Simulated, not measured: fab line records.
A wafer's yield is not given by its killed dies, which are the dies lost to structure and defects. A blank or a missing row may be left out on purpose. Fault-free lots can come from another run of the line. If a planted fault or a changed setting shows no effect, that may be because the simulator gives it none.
Matching of chambers / flow gf180mcu / GF_V4_ETCH_16 on rie_diel-03 has 4 sister chambers
The step etches BARC in N2/H2. 18 wafers are shown with their chamber, then 9 later ones without.

== WAFERS, EACH WITH ITS CHAMBER ==
wafer=L077.1; chamber=1; drypump_motor_current_A (A)=5.88; oes_product_au (a.u.)=0.859; throttle_valve_pct (%)=13.203
wafer=L077.4; chamber=0; drypump_motor_current_A (A)=5.31; oes_product_au (a.u.)=0.860; throttle_valve_pct (%)=13.227
wafer=L077.5; chamber=1; drypump_motor_current_A (A)=5.88; oes_product_au (a.u.)=0.857; throttle_valve_pct (%)=13.239
wafer=L081.1; chamber=3; drypump_motor_current_A (A)=6.44; oes_product_au (a.u.)=0.851; throttle_valve_pct (%)=13.232
wafer=L081.2; chamber=1; drypump_motor_current_A (A)=5.88; oes_product_au (a.u.)=0.854; throttle_valve_pct (%)=13.236
wafer=L081.3; chamber=2; drypump_motor_current_A (A)=5.98; oes_product_au (a.u.)=0.846; throttle_valve_pct (%)=13.224
wafer=L081.4; chamber=0; drypump_motor_current_A (A)=5.32; oes_product_au (a.u.)=0.850; throttle_valve_pct (%)=13.222
wafer=L081.5; chamber=0; drypump_motor_current_A (A)=5.35; oes_product_au (a.u.)=0.850; throttle_valve_pct (%)=13.212
wafer=L081.6; chamber=1; drypump_motor_current_A (A)=5.88; oes_product_au (a.u.)=0.857; throttle_valve_pct (%)=13.226
wafer=L083.1; chamber=1; drypump_motor_current_A (A)=5.87; oes_product_au (a.u.)=0.849; throttle_valve_pct (%)=13.222
wafer=L083.2; chamber=3; drypump_motor_current_A (A)=6.37; oes_product_au (a.u.)=0.849; throttle_valve_pct (%)=13.211
wafer=L083.3; chamber=0; drypump_motor_current_A (A)=5.35; oes_product_au (a.u.)=0.854; throttle_valve_pct (%)=13.219
wafer=L083.4; chamber=2; drypump_motor_current_A (A)=6.00; oes_product_au (a.u.)=0.855; throttle_valve_pct (%)=13.221
wafer=L083.5; chamber=3; drypump_motor_current_A (A)=6.43; oes_product_au (a.u.)=0.852; throttle_valve_pct (%)=13.209
wafer=L083.6; chamber=2; drypump_motor_current_A (A)=5.98; oes_product_au (a.u.)=0.848; throttle_valve_pct (%)=13.241
wafer=L087.1; chamber=1; drypump_motor_current_A (A)=5.87; oes_product_au (a.u.)=0.850; throttle_valve_pct (%)=13.246
wafer=L087.2; chamber=3; drypump_motor_current_A (A)=6.40; oes_product_au (a.u.)=0.856; throttle_valve_pct (%)=13.232
wafer=L087.3; chamber=0; drypump_motor_current_A (A)=5.33; oes_product_au (a.u.)=0.852; throttle_valve_pct (%)=13.205

SIGNATURES (averages over the wafers above)
reading=drypump_motor_current_A; chamber 0=5.3320; chamber 1=5.8767; chamber 2=5.9867; chamber 3=6.4100; scatter within a chamber=0.0183
reading=oes_product_au; chamber 0=0.85320; chamber 1=0.85433; chamber 2=0.84967; chamber 3=0.85200; scatter within a chamber=0.00399
reading=throttle_valve_pct; chamber 0=13.21700; chamber 1=13.22867; chamber 2=13.22867; chamber 3=13.22100; scatter within a chamber=0.0125
Rule: for each reading, subtract the chamber's mean from the wafer's reading, divide by that reading's scatter and square the result; add these up over the readings and take the root, which gives the wafer's distance from the chamber. If the next closest chamber is less than 2 further off than the closest, the wafer can't be placed; otherwise it belongs to the closest. The scatter is the square root of a quotient: the sum, over the shown wafers, of each reading's squared deviation from its chamber's mean, divided by wafers minus chambers.

== WAFERS WHOSE CHAMBER IS MISSING ==
wafer=L087.4; drypump_motor_current_A (A)=5.98; oes_product_au (a.u.)=0.859; throttle_valve_pct (%)=13.216
wafer=L087.5; drypump_motor_current_A (A)=5.97; oes_product_au (a.u.)=0.863; throttle_valve_pct (%)=13.237
wafer=L087.6; drypump_motor_current_A (A)=6.36; oes_product_au (a.u.)=0.858; throttle_valve_pct (%)=13.228
wafer=L088.1; drypump_motor_current_A (A)=6.38; oes_product_au (a.u.)=0.853; throttle_valve_pct (%)=13.223
wafer=L088.2; drypump_motor_current_A (A)=5.33; oes_product_au (a.u.)=0.859; throttle_valve_pct (%)=13.229
wafer=L088.4; drypump_motor_current_A (A)=6.00; oes_product_au (a.u.)=0.854; throttle_valve_pct (%)=13.222
wafer=L096.1; drypump_motor_current_A (A)=5.88; oes_product_au (a.u.)=0.847; throttle_valve_pct (%)=13.216
wafer=L096.2; drypump_motor_current_A (A)=6.34; oes_product_au (a.u.)=0.850; throttle_valve_pct (%)=13.206
wafer=L096.4; drypump_motor_current_A (A)=5.98; oes_product_au (a.u.)=0.846; throttle_valve_pct (%)=13.221

== THE CHAMBER EACH PASSED THROUGH ==
wafer=L087.4; from the rows above=2; in truth=2
wafer=L087.5; from the rows above=2; in truth=2
wafer=L087.6; from the rows above=3; in truth=3
wafer=L088.1; from the rows above=3; in truth=3
wafer=L088.2; from the rows above=0; in truth=0
wafer=L088.4; from the rows above=2; in truth=2
wafer=L096.1; from the rows above=1; in truth=1
wafer=L096.2; from the rows above=3; in truth=3
wafer=L096.4; from the rows above=2; in truth=2
Placed correctly: 9 of 9. Number that these rows cannot place: 0. Placed wrongly: 0.
